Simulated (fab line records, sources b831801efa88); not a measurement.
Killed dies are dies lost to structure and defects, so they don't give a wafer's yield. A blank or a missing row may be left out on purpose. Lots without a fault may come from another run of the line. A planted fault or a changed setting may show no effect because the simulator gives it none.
One fault seen from 2 desks | flow sky130 | each desk has only its own numbers; what lay behind them comes last

THE METROLOGY DESK
What the gauges read, lot by lot, whatever tool the lot ran on: means of the sampled wafers that have a number. A lot is out of limits, marked OUT, if its mean lies more than 4 standard deviations from the usual mean; the brackets give that distance.
Columns: A = cd_nm at SKY_LI_CONTACT_CD_MEAS_12, usual 170.2 nm; B = LI_CONTACT_OVL at SKY_LI_CONTACT_OVL_MEAS_13, usual -2 nm
lot  | first seen here | A     | B
L271 | day 29 21:19    | 168.4 | 2
L273 | day 31 23:19    | 169.9 | -8
L282 | day 34 00:46    | 171.8 | -6
L286 | day 35 05:34    | 171.8 | -5
L288 | day 35 15:36    | 167.7 | -1
L289 | day 35 23:08    | 167.7 | -2
This desk's finding: nothing out of limits on any of the 6 lots.

THE TOOL OWNER'S DESK: pvd_sputter-01
The tool's own readings at SKY_LI_CONTACT_SPUTTER_19 (material Ti, target thk 20 nm, time 106.37 s): means of the sampled wafers that have a number, for each lot that ran on this tool. A lot is out of limits, marked OUT, if its mean lies more than 4 standard deviations from the usual mean; the brackets give that distance.
Columns: A = chamber_pressure_pa at SKY_LI_CONTACT_SPUTTER_19, usual 5.001 Pa; B = throttle_valve_pct at SKY_LI_CONTACT_SPUTTER_19, usual 30.2 %
lot  | first seen here | A               | B
L271 | day 29 21:51    | 4.989           | 30.0
L282 | day 34 01:19    | 5.150 (+16) OUT | 30.5
L286 | day 35 06:08    | 5.155 (+17) OUT | 29.0
This desk's finding: out of limits on L282, L286; first on L282, day 34 01:19 (chamber_pressure_pa at SKY_LI_CONTACT_SPUTTER_19). In limits: L271.

PUT TOGETHER
The tool owner's desk could have raised an alarm at day 34 01:19, on L282, L286.
The metrology desk saw nothing out of limits.
The metrology desk has L282, L286 on record, within its limits.
Of the lots named, all ran SKY_LI_CONTACT_SPUTTER_19 on pvd_sputter-01.

WHAT THE SIMULATOR HAD PUT IN
Process parameter drift: pvd_sputter-01, from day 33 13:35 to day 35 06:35, at SKY_LI_CONTACT_SPUTTER_19. Setting chamber_pressure_pa, moved by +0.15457, from 5. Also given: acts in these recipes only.
Lots struck among those shown: L282, L286.
Hours from the fault's start to each desk's first reading out of limits: the tool owner's desk, 12.
